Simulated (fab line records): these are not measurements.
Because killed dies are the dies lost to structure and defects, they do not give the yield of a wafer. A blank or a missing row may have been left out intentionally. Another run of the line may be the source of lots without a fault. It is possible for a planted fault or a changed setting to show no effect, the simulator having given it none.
Which tool was responsible?	flow gf180mcu	14 lots, 42 wafers sampled, at 1 step of a route of 602

## WHAT EACH GAUGE READ, for each wafer
GF_NWELL_OVL_MEAS_07. Usual: for NWELL_OVL the level is -0.8 nm and the standard deviation is 1.3.
lot	measured	on	NWELL_OVL (nm)	flag
L827	day 3 13:16	overlay-01	0.9 -2.2 0.1	
L828	day 3 18:40	overlay-01	-0.8 -0.8 -1.1	
L829	day 3 23:44	overlay-02	1.3 0.2 0.3	
L831	day 4 10:11	overlay-02	-1.2 -1.1 -1.5	
L832	day 4 15:08	overlay-02	1.1 0.6 0.6	
L834	day 5 05:22	overlay-01	0.4 -0.4 -0.1	
L835	day 5 08:11	overlay-01	2.1 0.5 0.6	
L836	day 5 13:08	overlay-01	-2.5 -1.9 -2.3	
L837	day 5 20:04	overlay-01	0.5 -1.2 -0.9	
L838	day 6 02:04	overlay-01	-0.5 0.1 1.9	
L839	day 6 06:01	overlay-02	-1.9 -2.4 -1.9	
L843	day 7 02:32	overlay-02	0.7 -0.4 0.1	
L844	day 7 09:04	overlay-01	-0.2 -0.2 0.0	
L845	day 7 16:11	overlay-02	-0.4 0.8 -0.1	

## WHICH TOOL RAN EACH LOT (tool, then ch and the chambers of the sampled wafers, then the start)
Before these readings, the record contains no process step.

## WHAT THE TOOLS THEMSELVES READ (means of the sampled wafers that have a number; where no wafer has one, the mark that the record gives instead)
The record holds no such reading with a usual standard deviation.

## THE ANSWER, worked out from the rows above alone
Rule: a lot counts as off when the mean over its wafers that have a number is more than 3 standard deviations away from the usual mean. A lot without any number at a reading at which 4 lots or more have one is off too. The other lots that the step has rows for count as sound. The gauges are gone through in route order, then the tools' own readings, and for those a lot's mean is taken as printed above. The first step at which some lot is off is used, and at that step the reading that is off furthest; a lot without a number counts as furthest.
Across all readings shown, no lot is off: no conclusion can be drawn from this.

## WHAT THE SIMULATOR HAD INSERTED
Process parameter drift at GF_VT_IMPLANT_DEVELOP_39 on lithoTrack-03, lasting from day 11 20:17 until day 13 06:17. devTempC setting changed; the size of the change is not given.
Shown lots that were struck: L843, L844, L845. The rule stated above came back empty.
